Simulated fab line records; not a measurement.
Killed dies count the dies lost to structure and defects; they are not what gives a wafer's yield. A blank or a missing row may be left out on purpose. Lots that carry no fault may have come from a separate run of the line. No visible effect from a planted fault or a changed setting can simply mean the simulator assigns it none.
Comparing a struck lot with a sound one || flow sky130 || 35 steps out of a route of 708
Sound: these wafers, L314.3, L314.4, L314.6. Struck: wafer L324.1. At the end, the cause is stated.
Order at every step that has rows: each side's tool, ch and its chambers, its first start. Under that, the readings that differ: sound wafers || struck wafers || difference of the means || sigmas: that difference in standard deviations of wafers without a fault.
alike: words and numbers the same on both sides, and readings whose means are apart by under 2 such deviations; not compared: readings that were withheld, readings missing a value for some wafer, numbers with overlapping values and no deviation given by the record, and bounds like >300 which may hide the same value.
A row with sigmas, a row that says differs or no value, or rows on one side alone: a step with any of these is where the two part. When numbers do not overlap yet have no deviation, they are printed without sigmas and do not part them. Lack of a reading on every wafer of one side parts them only where that side has two or more wafers.

first, 4 steps without rows for these wafers: SKY_METAL5_SOFTBAKE_10 (time 60 s); SKY_METAL5_EXPOSE_11 (exposes mask MM5, target cd 1600 nm); SKY_METAL5_PEB_12; SKY_METAL5_DEVELOP_13 (develop time 60 s).
SKY_METAL5_DESCUM_14: chemistry O2, time 11 s.
  sound on rie_metal-03 ch 0,1, day 45 08:24; struck on rie_metal-03 ch 0, day 47 21:01
{"reading": "rf_hours_counter_h (h)", "sound": "- - -", "struck": 19, "difference": "no value on the sound wafers", "sigmas": ""}
  alike: drypump_motor_current_A, oes_product_au
SKY_METAL5_METAL_ETCH_15: etches the open film in Cl2/BCl3, stops on SiO2, target depth 1260 nm, time 252 s.
  sound on rie_metal-03 ch 0,1, day 45 08:30; struck on rie_metal-03 ch 0, day 47 21:03
{"reading": "rf_hours_counter_h (h)", "sound": "- - -", "struck": 19, "difference": "no value on the sound wafers", "sigmas": ""}
  alike: drypump_motor_current_A, oes_product_au, throttle_valve_pct
SKY_METAL5_STRIP_16: strips in O2/N2.
  sound on plasma_asher-01 ch 0,1, day 45 08:41; struck on plasma_asher-01 ch 1, day 47 21:17
{"reading": "rf_hours_counter_h (h)", "sound": "- - -", "struck": 6, "difference": "no value on the sound wafers", "sigmas": ""}
  alike: drypump_motor_current_A, oes_product_au, strip_time_to_endpoint_s
then, 4 steps without rows for these wafers: SKY_METAL5_STRIP_17 (strips in post etch residue remover, time 1200 s); SKY_METAL5_CLEAN_18 (cleans in IPA, time 180 s); SKY_METAL5_CLEAN_19 (cleans in O3/DIW); SKY_PASSIVATION_CVD_00 (deposits SiO2, target thk 90 nm).
SKY_PASSIVATION_THK_MEAS_01:
  sound on film_metro-04, day 45 09:17; struck on film_metro-04, day 47 22:15
  alike: PASSIVATION_CVD_00_THK
SKY_PASSIVATION_CVD_02: deposits Si3N4, target thk 540 nm.
  sound on pecvd-02 ch 0,2, day 45 09:20; struck on pecvd-04 ch 0, day 47 22:19
{"reading": "rf_fwd_power_W (W)", "sound": "449.4 450.0 448.4", "struck": 628.0, "difference": "+178.7", "sigmas": "+99 or more"}
{"reading": "model.Si3N4_of_PASSIVATION_CVD_02.thk_nm (nm)", "sound": "528.2 535.1 540.6", "struck": 593.3, "difference": "+58.7", "sigmas": ""}
  alike: heater_power_w
SKY_PASSIVATION_THK_MEAS_03:
  sound on film_metro-03, day 45 09:35; struck on film_metro-03, day 47 22:32
{"reading": "PASSIVATION_CVD_02_THK (nm)", "sound": "528 535 541", "struck": 593, "difference": "+58", "sigmas": "+8"}
then, 7 steps without rows for these wafers: SKY_PASSIVATION_DEHYDRATE_04 (time 60 s); SKY_PASSIVATION_HMDS_05 (prime time 60 s); SKY_PASSIVATION_COAT_06 (resist thk 3000 nm); SKY_PASSIVATION_SOFTBAKE_07; SKY_PASSIVATION_EXPOSE_08 (exposes mask NSM, target cd 3000 nm); SKY_PASSIVATION_PEB_09; SKY_PASSIVATION_DEVELOP_10 (develop time 60 s).
SKY_PASSIVATION_ETCH_11: etches the open film in CF4/O2, stops on AlCu, target depth 725 nm, time 161.1 s.
  sound on rie_diel-01 ch 1,2,3, day 46 06:01; struck on rie_diel-02 ch 2, day 48 17:07
  alike: drypump_motor_current_A, oes_product_au, throttle_valve_pct
  not compared: rf_hours_counter_h
then, 9 steps without rows for these wafers: SKY_PASSIVATION_STRIP_12 (strips in O2/N2); SKY_PAD_OPEN_DEHYDRATE_00 (time 60 s); SKY_PAD_OPEN_HMDS_01 (prime time 60 s); SKY_PAD_OPEN_COAT_02 (resist thk 3000 nm); SKY_PAD_OPEN_SOFTBAKE_03; SKY_PAD_OPEN_EXPOSE_04 (exposes mask PDM, target cd 60000 nm); SKY_PAD_OPEN_PEB_05; SKY_PAD_OPEN_DEVELOP_06 (develop time 60 s); SKY_PAD_OPEN_ETCH_07 (etches the open film in CF4/O2, stops on AlCu, target depth 725 nm, time 161.1 s).
SKY_PAD_OPEN_STRIP_08: strips in O2/N2.
  sound on plasma_asher-04 ch 0,1, day 47 02:36; struck on plasma_asher-03 ch 0, day 49 11:13
{"reading": "oes_product_au (a.u.)", "sound": "0.650 0.662 0.664", "struck": 0.668, "difference": "+0.009", "sigmas": "+2"}
{"reading": "rf_hours_counter_h (h)", "sound": "- - -", "struck": 41, "difference": "no value on the sound wafers", "sigmas": ""}
  alike: drypump_motor_current_A, strip_time_to_endpoint_s
SKY_PAD_OPEN_STRIP_09: strips in post etch residue remover, time 1200 s.
  sound on wet_bench-03 ch 3, day 47 02:40; struck on wet_bench-02 ch 2, day 49 11:19
{"reading": "bath_guard_temp_C (C)", "sound": "71.2 71.7 71.8", "struck": 73.1, "difference": "+1.5", "sigmas": "+3"}
{"reading": "model.Si3N4_of_PASSIVATION_CVD_02.thk_nm (nm)", "sound": "527.9 534.7 540.3", "struck": 593, "difference": "+59", "sigmas": ""}
then, 1 step without rows for these wafers: SKY_PAD_OPEN_CLEAN_10 (cleans in IPA, time 180 s).
SKY_PAD_OPEN_PROBE_99:
  sound on prober-02, day 47 04:58; struck on prober-01, day 49 13:26
  alike: killed_at_M0_to_M3, killed_at_M4_up, killed_at_contacts, killed_at_front_end, killed_at_other, killed_dies, killed_open, killed_short

== WHERE THEY PART ==
Last at SKY_PAD_OPEN_STRIP_09 as far as this record goes, first at SKY_METAL5_DESCUM_14. Later steps at which nothing parts them and some readings are alike: SKY_PAD_OPEN_PROBE_99.

WHY: what had been put in by the simulator
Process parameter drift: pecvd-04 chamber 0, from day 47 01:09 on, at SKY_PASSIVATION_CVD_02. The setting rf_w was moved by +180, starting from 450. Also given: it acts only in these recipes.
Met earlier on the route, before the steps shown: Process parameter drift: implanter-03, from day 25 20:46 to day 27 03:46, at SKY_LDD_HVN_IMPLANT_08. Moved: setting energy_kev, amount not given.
